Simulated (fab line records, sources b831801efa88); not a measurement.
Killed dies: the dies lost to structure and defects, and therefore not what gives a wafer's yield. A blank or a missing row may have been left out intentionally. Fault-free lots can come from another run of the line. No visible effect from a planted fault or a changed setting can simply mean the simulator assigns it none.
Comparing a struck lot with a sound one | flow sky130 | 14 steps out of a route of 708
Sound: wafers L726.1, L726.4, L726.5. Struck: wafers L734.2, L734.4, L734.5. At the end, the cause is stated.
Order at every step that has rows: each side's tool, ch and its chambers, its first start. Under that, the readings that differ: sound wafers | struck wafers | difference of the means | sigmas: that difference in standard deviations of wafers without a fault.
alike: readings with means less than 2 such deviations apart, plus words and numbers identical on both sides. not compared: withheld readings, readings lacking a value on some wafer, bounds such as >300 that could conceal the same value, and numbers that have no deviation in the record and whose values overlap.
The two part at a step that has a row with sigmas, a row that says differs or no value, or rows on one side only. Numbers that have no deviation but don't overlap get no sigmas and don't part them. Lack of a reading on every wafer of one side parts them only where that side has two or more wafers.

SKY_RES_PROTECT_STRIP_07: strips in O2/N2.
  sound on plasmaAsher-03 ch 0,1, day 20 15:05; struck on plasmaAsher-03 ch 0,1, day 22 21:51
  alike: drypumpMotorCurrentA, n2FlowSccm, oesProductAu, stripTimeToEndpointS
  not compared: rfHoursCounterH
SKY_RES_PROTECT_TW_MEAS_08:
  sound on filmMetro-03, day 20 15:11; struck on filmMetro-01, day 22 21:58
  alike: POLY_GATE_TW
then, 2 steps without rows for these wafers: SKY_RES_PROTECT_CLEAN_09 (cleans in SC1/SC2, time 150 s); SKY_POLY_GATE_CVD_03 (deposits Si3N4 from DCS/NH3, target thk 75 nm, time 1290 s).
SKY_POLY_GATE_THK_MEAS_04:
  sound on filmMetro-03, day 20 16:40; struck on filmMetro-04, day 23 04:04
  alike: POLY_GATE_CVD_03_THK
then, 7 steps without rows for these wafers: SKY_POLY_GATE_DEHYDRATE_05 (time 60 s); SKY_POLY_GATE_HMDS_06 (prime time 60 s); SKY_POLY_GATE_COAT_07 (resist thk 110 nm); SKY_POLY_GATE_COAT_08 (resist thk 450 nm); SKY_POLY_GATE_SOFTBAKE_09 (time 90 s); SKY_POLY_GATE_EXPOSE_10 (exposes mask P1M, target cd 150 nm); SKY_POLY_GATE_PEB_11.
SKY_POLY_GATE_DEVELOP_12: develop time 60 s.
  sound on lithoTrack-04 ch 0, day 21 23:00; struck on lithoTrack-01, day 24 10:00
  no value came back on the struck wafers for chillPlateTempC (C), developTimeS (s); on the sound wafers chillPlateTempC (C) reads 22.91 22.90 22.85
reading                                         | sound             | struck            | difference | sigmas
model.KrF-thick_of_POLY_GATE_COAT_08.thkNm (nm) | 440.1 437.3 438.2 | 450.1 451.5 449.3 | +11.8      | 
SKY_POLY_GATE_CD_MEAS_13: target cd 150 nm.
  sound on cdSem-01, day 21 23:29; struck on cdSem-01, day 24 10:23
reading   | sound             | struck | difference                    | sigmas
cdNm (nm) | 151.1 148.8 148.8 | - - -  | no value on the struck wafers | 

== WHERE THEY PART ==
First at SKY_POLY_GATE_DEVELOP_12; last, within this record, at SKY_POLY_GATE_CD_MEAS_13.

WHY: the cause the simulator had injected
Beginning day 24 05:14, the whole step at SKY_POLY_GATE_DEVELOP_12 was skipped on lithoTrack-01. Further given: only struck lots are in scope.
